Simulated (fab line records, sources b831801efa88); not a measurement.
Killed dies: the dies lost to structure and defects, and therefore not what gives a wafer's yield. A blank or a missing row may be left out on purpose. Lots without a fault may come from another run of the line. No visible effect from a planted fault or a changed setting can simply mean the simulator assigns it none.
2 desks, one fault + flow sky130 + numbers are kept per desk, each desk with only its own; the story behind them comes last

FOR THE TOOL OWNER'S DESK: implanter-01
SKY_PWDE_IMPLANT_08, tool's own readings: per-lot mean of the sampled wafers with a number, covering each lot this tool ran. Any lot whose mean is over 4 standard deviations away from the usual mean is out of limits and marked OUT; that distance is given in the brackets.
Columns: A = beam_energy_keV at SKY_PWDE_IMPLANT_08, usual 150.00; B = faraday_current_uA at SKY_PWDE_IMPLANT_08, usual 20.3
| lot  | first seen here | A                        | B    |
|------|-----------------|--------------------------|------|
| L469 | day 6 07:38     | 115.49 (-99 or more) OUT | 20.0 |
| L471 | day 6 13:42     | 115.49 (-99 or more) OUT | 20.4 |
This desk's verdict: out of limits on L469, L471, starting with L469 at day 6 07:38 (beam_energy_keV at SKY_PWDE_IMPLANT_08). In limits: none.

AT THE METROLOGY DESK
What the gauges read for every lot (on any tool): the sampled wafers with a number, averaged. Any lot whose mean is over 4 standard deviations away from the usual mean is out of limits and marked OUT; that distance is given in the brackets.
Columns: A = FIELD_ISO_OXIDATION_00_THK at SKY_FIELD_ISO_THK_MEAS_02, usual 12.06 nm; B = DNWELL_TW at SKY_DNWELL_TW_MEAS_09, usual 1100; C = PWDE_TW at SKY_PWDE_TW_MEAS_10, usual 370; D = PWDE_RS at SKY_NWELL_RS_MEAS_31, usual 5290 ohm/sq
| lot  | first seen here | A     | B    | C   | D    |
|------|-----------------|-------|------|-----|------|
| L460 | day 1 13:20     | 11.92 | 1080 | 365 | 5294 |
| L461 | day 1 18:53     | 12.05 | 1091 | 377 | 5270 |
| L462 | day 2 02:04     | 12.36 | 1128 | 364 | 5288 |
| L465 | day 2 19:12     | 11.82 | 1129 | 361 | 5284 |
| L468 | day 3 06:05     | 12.01 | 1118 | 378 | 5285 |
| L469 | day 3 16:43     | 12.15 | 1088 | 371 | 5366 |
| L471 | day 3 22:30     | 12.14 | 1121 | 365 | 5343 |
| L473 | day 4 08:19     | 12.18 | 1085 | 374 | 5329 |
| L475 | day 4 15:29     | 11.75 | 1097 | 363 | 5299 |
| L478 | day 5 07:24     | 11.93 | 1082 | 369 | 5293 |
| L479 | day 5 12:41     | 11.95 | 1099 | 377 | 5309 |
| L480 | day 5 16:26     | 11.91 | 1081 | 377 | 5309 |
| L482 | day 6 02:09     | 12.22 | 1084 | 365 | 5263 |
This desk found nothing out of limits on any of the 13 lots.

TAKEN TOGETHER
The tool owner's desk had the chance to raise an alarm at day 6 07:38 on L469, L471.
At the metrology desk, nothing out of limits was observed.
The metrology desk holds a record of L469, L471, inside its limits.
Of the lots named, all ran SKY_PWDE_IMPLANT_08 on implanter-01.

WHAT THE SIMULATOR PUT IN
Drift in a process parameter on implanter-01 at SKY_PWDE_IMPLANT_08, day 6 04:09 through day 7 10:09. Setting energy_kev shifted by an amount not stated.
Struck lots among those shown: L469, L471.
Delay in hours, fault start to first out-of-limits reading, by desk: the tool owner's desk at 3.
